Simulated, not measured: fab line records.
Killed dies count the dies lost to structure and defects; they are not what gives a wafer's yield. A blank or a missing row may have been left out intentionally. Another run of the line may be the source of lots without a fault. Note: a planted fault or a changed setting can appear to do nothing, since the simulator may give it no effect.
fab line records | flow gf180mcu
record lots=13 | wafers=39 | lastDay=33
route steps=602 shown V1@352 MIM@503
lots with no fault: from the same line, run without faults
startH: start of the lot's first displayed wafer, in hours after the record's first day | waitH: time in hours since the lot's previous step | " the same as in the row above | L1.1+2: a single row standing in for several wafers | - either no value or no given start | * or withheld: withheld | < > ~ a bound
route shown NAME@n: NAME is a module with steps in the file, n the number in the route of the first one | usual: the fault-free wafers' mean and standard deviation | same: alike in all rows | chamber/n: place in a boat | sites: per-site readings | _std_site: the values' standard deviation | _edge_site: mean of outer sites minus mean of inner sites | radiusMm: how far each site lies from the wafer's centre | mask NAME#n: copy n | behind: the tool/chamber that last shaped the wafer | hold: why the lot went on hold/how many hours it stayed there/how the hold came to an end | device: transistor that didn't switch, given as n, p or np | end of line: tests run on the same wafers once the route is complete | where a step has no rows: the recipe by itself | killed: dies that structure and defects cost at the first sort, which is not the same as the wafer's yield | map: the dies of a wafer, with x for killed, . for not killed, _ for no die there
set.NAME: the setting the step ran with; set.NAME@STEP: the setting that earlier step ran with | model.NAME: the simulator's own value behind a step, which no gauge read
route steps across a sampled set of lots; one table per step, one row per wafer
services: when a tool's chamber went out of use (startH, in hours from the record's first day, below 0 if earlier), for how many hours, and the reason
## steps
# step GF_V1_ETCH_17
# recipe chemistry=C4F8/O2/Ar | maskMaterial=KrF | target=SiO2 | stopOn=TiN | sourceW=1500 | biasW=1200 | pressureMtorr=40 | c4f8FlowSccm=withheld | O2_flow_sccm=6 | Ar_flow_sccm=300 | timeS=withheld | targetDepthA=6300
# usual biasW=1200/3.7 | oesProductAu=0.856/0.0042
lot.wafer | tool       | chamber | startH | waitH | biasW | oesProductAu
L315.3    | rieDiel-02 | 0       | 410    | -     | 1197  | 0.860
L315.5    | "          | 2       | "      | "     | 1197  | 0.860
L315.6    | "          | 1       | "      | "     | 1199  | 0.869
L317.3    | rieDiel-01 | 2       | 430    | -     | 1201  | 0.850
L317.5    | "          | 1       | "      | "     | 1201  | 0.865
L317.6    | "          | 0       | "      | "     | 1195  | 0.851
L319.3    | rieDiel-01 | 0       | 449    | -     | 1208  | 0.854
L319.4    | "          | 2       | "      | "     | 1197  | 0.851
L319.6    | "          | 1       | "      | "     | 1200  | 0.850
L320.2    | rieDiel-04 | 1       | 460    | -     | 1202  | 0.853
L320.4    | "          | 0       | "      | "     | 1199  | 0.860
L320.6    | "          | 3       | "      | "     | 1204  | 0.853
L321.2    | rieDiel-02 | 3       | 464    | -     | 1201  | 0.855
L321.3    | "          | 2       | "      | "     | 1207  | 0.854
L321.4    | "          | 1       | "      | "     | 1197  | 0.858
L322.2    | rieDiel-01 | 0       | 475    | -     | 1197  | 0.856
L322.3    | "          | 2       | "      | "     | 1197  | 0.853
L322.4    | "          | 3       | "      | "     | 1197  | 0.858
L323.3    | rieDiel-02 | 3       | 489    | -     | 1205  | 0.856
L323.4    | "          | 1       | "      | "     | 1199  | 0.862
L323.6    | "          | 3       | "      | "     | 1202  | 0.852
L324.1    | rieDiel-04 | 1       | 497    | -     | 1205  | 0.861
L324.4    | "          | 3       | "      | "     | 1196  | 0.850
L324.5    | "          | 0       | "      | "     | 1195  | 0.854
L328.1    | rieDiel-02 | 2       | 528    | -     | 1197  | 0.855
L328.2    | "          | 0       | "      | "     | 1196  | 0.855
L328.4    | "          | 3       | "      | "     | 1209  | 0.850
L330.2    | rieDiel-04 | 1       | 540    | -     | 1207  | 0.861
L330.4    | "          | 3       | "      | "     | 1204  | 0.859
L330.6    | "          | 3       | "      | "     | 1205  | 0.861
L329.2    | rieDiel-02 | 1       | 545    | -     | 1195  | 0.860
L329.3    | "          | 3       | "      | "     | 1206  | 0.857
L329.5    | "          | 1       | "      | "     | 1196  | 0.865
L332.1    | rieDiel-01 | 1       | 564    | -     | 1236  | 0.857
L332.2    | "          | 0       | "      | "     | 1233  | 0.848
L332.5    | "          | 2       | "      | "     | 1229  | 0.858
L334.2    | rieDiel-01 | 1       | 572    | -     | 1237  | 0.854
L334.3    | "          | 0       | "      | "     | 1229  | 0.860
L334.6    | "          | 1       | "      | "     | 1240  | 0.860
# step GF_MIM_SPUTTER_00
# recipe material=Ti | targetThkNm=37.5 | arrivingIonEnergyEv=80 | substrateTempC=200 | chamberPressurePa=2 | powerW=4000 | timeS=150
# usual throttleValvePct=30.0/0.68
lot.wafer | tool          | chamber | startH | waitH | throttleValvePct
L315.3    | pvdSputter-04 | -       | 561.84 | 0.1   | 30.3
L315.5    | "             | -       | "      | "     | 30.8
L315.6    | "             | -       | "      | "     | 30.1
L317.3    | pvdSputter-04 | -       | 581.05 | 0.2   | 30.1
L317.5    | "             | -       | "      | "     | 30.2
L317.6    | "             | -       | "      | "     | 29.8
L319.3    | pvdSputter-02 | -       | 596.59 | 0.2   | 28.5
L319.4    | "             | -       | "      | "     | 29.3
L319.6    | "             | -       | "      | "     | 31.6
L320.2    | pvdSputter-03 | -       | 607.03 | 0.1   | 30.3
L320.4    | "             | -       | "      | "     | 29.2
L320.6    | "             | -       | "      | "     | 29.6
L321.2    | pvdSputter-03 | -       | 610.81 | 0.2   | 29.3
L321.3    | "             | -       | "      | "     | 30.7
L321.4    | "             | -       | "      | "     | 29.5
L322.2    | pvdSputter-03 | -       | 618.02 | 0.1   | 29.4
L322.3    | "             | -       | "      | "     | 30.9
L322.4    | "             | -       | "      | "     | 30.2
L323.3    | pvdSputter-02 | -       | 632.14 | 0.1   | 28.9
L323.4    | "             | -       | "      | "     | 28.3
L323.6    | "             | -       | "      | "     | 29.1
L324.1    | pvdSputter-04 | -       | 638.86 | 0.1   | 30.3
L324.4    | "             | -       | "      | "     | 30.1
L324.5    | "             | -       | "      | "     | 29.8
L328.1    | pvdSputter-04 | -       | 665.09 | 0.1   | 29.8
L328.2    | "             | -       | "      | "     | 30.1
L328.4    | "             | -       | "      | "     | 30.3
L330.2    | pvdSputter-03 | -       | 674.49 | 0.2   | 30.4
L330.4    | "             | -       | "      | "     | 29.3
L330.6    | "             | -       | "      | "     | 30.4
L329.2    | pvdSputter-03 | -       | 679.94 | 0.1   | 29.6
L329.3    | "             | -       | "      | "     | 29.6
L329.5    | "             | -       | "      | "     | 29.4
L332.1    | pvdSputter-03 | -       | 695.94 | 0.2   | 30.9
L332.2    | "             | -       | "      | "     | 30.2
L332.5    | "             | -       | "      | "     | 29.5
L334.2    | pvdSputter-04 | -       | 703.56 | 0.2   | 30.2
L334.3    | "             | -       | "      | "     | 30.2
L334.6    | "             | -       | "      | "     | 29.8
# step GF_MIM_SPUTTER_08
# recipe material=AlCu | targetThkNm=200 | powerW=10600 | timeS=10.6 | chamberPressurePa=0.4
# usual throttleValvePct=30.0/0.87
lot.wafer | tool          | chamber | startH | waitH | throttleValvePct
L315.3    | pvdSputter-03 | -       | 562.20 | 0.0   | 29.5
L315.5    | "             | -       | "      | "     | 30.9
L315.6    | "             | -       | "      | "     | 30.5
L317.3    | pvdSputter-02 | -       | 581.41 | 0.0   | 28.6
L317.5    | "             | -       | "      | "     | 29.3
L317.6    | "             | -       | "      | "     | 31.6
L319.3    | pvdSputter-03 | -       | 596.95 | 0.0   | 31.0
L319.4    | "             | -       | "      | "     | 29.8
L319.6    | "             | -       | "      | "     | 30.9
L320.2    | pvdSputter-02 | -       | 607.39 | 0.0   | 29.4
L320.4    | "             | -       | "      | "     | 31.5
L320.6    | "             | -       | "      | "     | 28.5
L321.2    | pvdSputter-04 | -       | 611.17 | 0.0   | 30.0
L321.3    | "             | -       | "      | "     | 30.7
L321.4    | "             | -       | "      | "     | 29.8
L322.2    | pvdSputter-04 | -       | 618.38 | 0.0   | 30.3
L322.3    | "             | -       | "      | "     | 30.6
L322.4    | "             | -       | "      | "     | 29.8
L323.3    | pvdSputter-04 | -       | 632.50 | 0.0   | 29.8
L323.4    | "             | -       | "      | "     | 29.7
L323.6    | "             | -       | "      | "     | 29.9
L324.1    | pvdSputter-02 | -       | 639.22 | 0.0   | 28.8
L324.4    | "             | -       | "      | "     | 29.2
L324.5    | "             | -       | "      | "     | 29.1
L328.1    | pvdSputter-02 | -       | 665.45 | 0.0   | 31.2
L328.2    | "             | -       | "      | "     | 29.2
L328.4    | "             | -       | "      | "     | 29.5
L330.2    | pvdSputter-02 | -       | 674.87 | 0.0   | 29.1
L330.4    | "             | -       | "      | "     | 31.6
L330.6    | "             | -       | "      | "     | 28.5
L329.2    | pvdSputter-04 | -       | 680.30 | 0.0   | 29.9
L329.3    | "             | -       | "      | "     | 30.5
L329.5    | "             | -       | "      | "     | 30.4
L332.1    | pvdSputter-02 | -       | 696.30 | 0.0   | 29.6
L332.2    | "             | -       | "      | "     | 29.0
L332.5    | "             | -       | "      | "     | 29.8
L334.2    | pvdSputter-02 | -       | 703.94 | 0.0   | 31.4
L334.3    | "             | -       | "      | "     | 29.6
L334.6    | "             | -       | "      | "     | 29.8
# step GF_MIM_SPUTTER_09
# recipe material=TiN | targetThkNm=35 | powerW=6500 | timeS=29.2 | chamberPressurePa=0.4
# usual throttleValvePct=29.9/0.87
lot.wafer | tool          | chamber | startH | waitH | throttleValvePct
L315.3    | pvdSputter-03 | -       | 562.22 | 0.0   | 29.5
L315.5    | "             | -       | "      | "     | 30.7
L315.6    | "             | -       | "      | "     | 30.3
L317.3    | pvdSputter-02 | -       | 581.43 | 0.0   | 28.7
L317.5    | "             | -       | "      | "     | 29.1
L317.6    | "             | -       | "      | "     | 31.4
L319.3    | pvdSputter-03 | -       | 596.97 | 0.0   | 30.7
L319.4    | "             | -       | "      | "     | 29.4
L319.6    | "             | -       | "      | "     | 30.8
L320.2    | pvdSputter-02 | -       | 607.41 | 0.0   | 29.7
L320.4    | "             | -       | "      | "     | 31.5
L320.6    | "             | -       | "      | "     | 28.8
L321.2    | pvdSputter-04 | -       | 611.19 | 0.0   | 30.1
L321.3    | "             | -       | "      | "     | 30.6
L321.4    | "             | -       | "      | "     | 29.5
L322.2    | pvdSputter-04 | -       | 618.40 | 0.0   | 30.3
L322.3    | "             | -       | "      | "     | 30.4
L322.4    | "             | -       | "      | "     | 30.1
L323.3    | pvdSputter-04 | -       | 632.52 | 0.0   | 30.0
L323.4    | "             | -       | "      | "     | 29.7
L323.6    | "             | -       | "      | "     | 30.1
L324.1    | pvdSputter-02 | -       | 639.24 | 0.0   | 28.6
L324.4    | "             | -       | "      | "     | 29.1
L324.5    | "             | -       | "      | "     | 29.1
L328.1    | pvdSputter-02 | -       | 665.47 | 0.0   | 31.3
L328.2    | "             | -       | "      | "     | 29.1
L328.4    | "             | -       | "      | "     | 29.9
L330.2    | pvdSputter-02 | -       | 674.89 | 0.0   | 29.0
L330.4    | "             | -       | "      | "     | 31.3
L330.6    | "             | -       | "      | "     | 28.8
L329.2    | pvdSputter-04 | -       | 680.32 | 0.0   | 30.0
L329.3    | "             | -       | "      | "     | 30.7
L329.5    | "             | -       | "      | "     | 30.0
L332.1    | pvdSputter-02 | -       | 696.32 | 0.0   | 29.5
L332.2    | "             | -       | "      | "     | 28.9
L332.5    | "             | -       | "      | "     | 29.7
L334.2    | pvdSputter-02 | -       | 703.96 | 0.0   | 31.5
L334.3    | "             | -       | "      | "     | 29.3
L334.6    | "             | -       | "      | "     | 29.6
## services
tool          | chamber | startH | hours | kind
rieDiel-02    | 3       | 386.35 | 5.6   | repair
rieDiel-02    | 1       | 388.09 | 4.3   | repair
rieDiel-01    | 0       | 403.79 | 1.5   | repair
pvdSputter-02 | -       | 450.80 | 2.4   | repair
rieDiel-01    | -       | 458.32 | 2.4   | repair
rieDiel-04    | 0       | 462.20 | 14.9  | repair
rieDiel-04    | 1       | 465.66 | 10.1  | repair
pvdSputter-03 | -       | 516.22 | 4.9   | repair
rieDiel-04    | 0       | 542.15 | 24.5  | repair
rieDiel-04    | -       | 546.18 | 1.2   | repair
pvdSputter-02 | -       | 572.08 | 3.3   | repair
rieDiel-04    | 3       | 586.46 | 18.3  | repair
pvdSputter-02 | -       | 589.13 | 4.5   | repair
rieDiel-02    | -       | 597.84 | 14.6  | pm
pvdSputter-04 | -       | 599.92 | 4.5   | repair
pvdSputter-02 | -       | 610.90 | 6.0   | repair
rieDiel-01    | -       | 611.26 | 0.3   | repair
rieDiel-01    | 3       | 613.10 | 7.8   | repair
rieDiel-02    | 0       | 618.83 | 8.6   | repair
rieDiel-02    | 3       | 620.45 | 5.1   | repair
pvdSputter-03 | -       | 634.79 | 1.3   | repair
rieDiel-04    | -       | 634.80 | 1.1   | repair
rieDiel-04    | 3       | 689.19 | 4.8   | repair
rieDiel-04    | 1       | 696.48 | 23.8  | repair
## key
firstSign step=GF_V1_ETCH_17 | reading=biasW | direction=up | sigmas=9.2 | usual=1200 | struck=1234
effect none on later readings
metAt GF_V1_ETCH_17
struckLots L332,L334
notActingAt GF_MIM_SPUTTER_00,GF_MIM_SPUTTER_08,GF_MIM_SPUTTER_09
onsetBetween 475 564
fault kind=processParameterDrift | tool=rieDiel-01 | chamber=- | onsetH=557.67 | steps=GF_V1_ETCH_17 | channel=biasW | offset=33.678 | shape=step | endH=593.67 | actsIn=theseRecipesOnly | stated=1200
